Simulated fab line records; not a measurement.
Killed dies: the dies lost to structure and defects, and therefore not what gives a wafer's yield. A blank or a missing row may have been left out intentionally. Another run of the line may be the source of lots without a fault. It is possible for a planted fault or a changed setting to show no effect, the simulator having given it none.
Comparing a struck lot with a sound one ; flow sky130 ; 15 steps out of a route of 708
Sound: these wafers, L561.3, L561.5, L561.6. The struck wafers were L573.2, L573.4, L573.5. The cause is named last.
Order at every step that has rows: each side's tool, ch and its chambers, its first start. Under that, the readings that differ: sound wafers ; struck wafers ; difference of the means ; sigmas: that difference in standard deviations of wafers without a fault.
alike: readings whose means differ by less than 2 such deviations, and words and numbers that are the same on both sides. not compared: withheld readings, readings that some wafer has no value for, bounds like >300 that may hide the same value, and numbers for which the record gives no deviation and whose values overlap.
The two part at a step that has a row with sigmas, a row that says differs or no value, or rows on one side only. When numbers do not overlap yet have no deviation, they are printed without sigmas and do not part them. A reading that every wafer of one side lacks parts them only if that side has two wafers or more.

SKY_VIA4_OVL_MEAS_11:
  sound on overlay-02, day 45 05:11; struck on overlay-02, day 48 02:12
  alike: VIA4_OVL
SKY_VIA4_ETCH_12: etches SiO2 in C4F8/O2/Ar, stops on TiN, target depth 580 nm.
  sound on rie_diel-04 ch 2,3, day 45 05:13; struck on rie_diel-01 ch 0,1,3, day 48 02:14
  alike: oes_product_au
then, 4 steps without rows for these wafers: SKY_VIA4_STRIP_13 (strips in O2/N2); SKY_VIA4_STRIP_14 (strips in post etch residue remover, time 1200 s); SKY_VIA4_CLEAN_15 (cleans in IPA, time 180 s); SKY_VIA4_CLEAN_16 (cleans in O3/DIW).
SKY_VIA4_SPUTTER_17: material TiN, target thk 20 nm, time 80 s.
  sound on pvd_sputter-04, day 45 05:53; struck on pvd_sputter-04, day 48 02:54
  alike: throttle_valve_pct
then, 1 step without rows for these wafers: SKY_VIA4_CVD_18 (deposits W, target thk 505 nm, time 152.14 s).
SKY_VIA4_RS_MEAS_19: uses a four-point probe to measure.
  sound on film_metro-03, day 45 06:08; struck on film_metro-04, day 48 03:08
  alike: VIA4_W_RS
SKY_VIA4_THK_MEAS_20: measures by xrf.
  sound on film_metro-03, day 45 06:14; struck on film_metro-04, day 48 03:14
  alike: VIA4_W_THK
SKY_VIA4_CMP_21: polishes, stops on SiO2, t overpolish 25 s, target thk 0 nm.
  sound on cmp-01 ch 1,2, day 45 06:20; struck on cmp-01 ch 1,3, day 48 03:26
  alike: motor_current_A, overpolish_run_s, retaining_ring_pressure_frac, time_to_endpoint_s
SKY_METAL5_SPUTTER_00: material Ti, target thk 15 nm, time 10 s.
  sound on pvd_sputter-04, day 45 06:35; struck on pvd_sputter-04, day 48 03:44
  alike: throttle_valve_pct
SKY_METAL5_SPUTTER_01: material TiN, target thk 20 nm, time 16.7 s.
  sound on pvd_sputter-04, day 45 06:36; struck on pvd_sputter-04, day 48 03:46
reading;sound;struck;difference;sigmas
model.TiN_of_METAL5_SPUTTER_01.thk_nm (nm);19.94 19.91 19.5;18.95 18.53 18.66;-1.07;
  alike: throttle_valve_pct
SKY_METAL5_SPUTTER_02: material AlCu, target thk 1150 nm, time 61.2 s.
  sound on pvd_sputter-04, day 45 06:38; struck on pvd_sputter-04, day 48 03:47
  alike: throttle_valve_pct
SKY_PAD_OPEN_PROBE_99:
  sound wafers here have rows in the record (prober-01, day 47 21:32); struck ones have none

## WHERE THEY PART
Only at SKY_PAD_OPEN_PROBE_99, within this record.

WHY: the cause the simulator had injected
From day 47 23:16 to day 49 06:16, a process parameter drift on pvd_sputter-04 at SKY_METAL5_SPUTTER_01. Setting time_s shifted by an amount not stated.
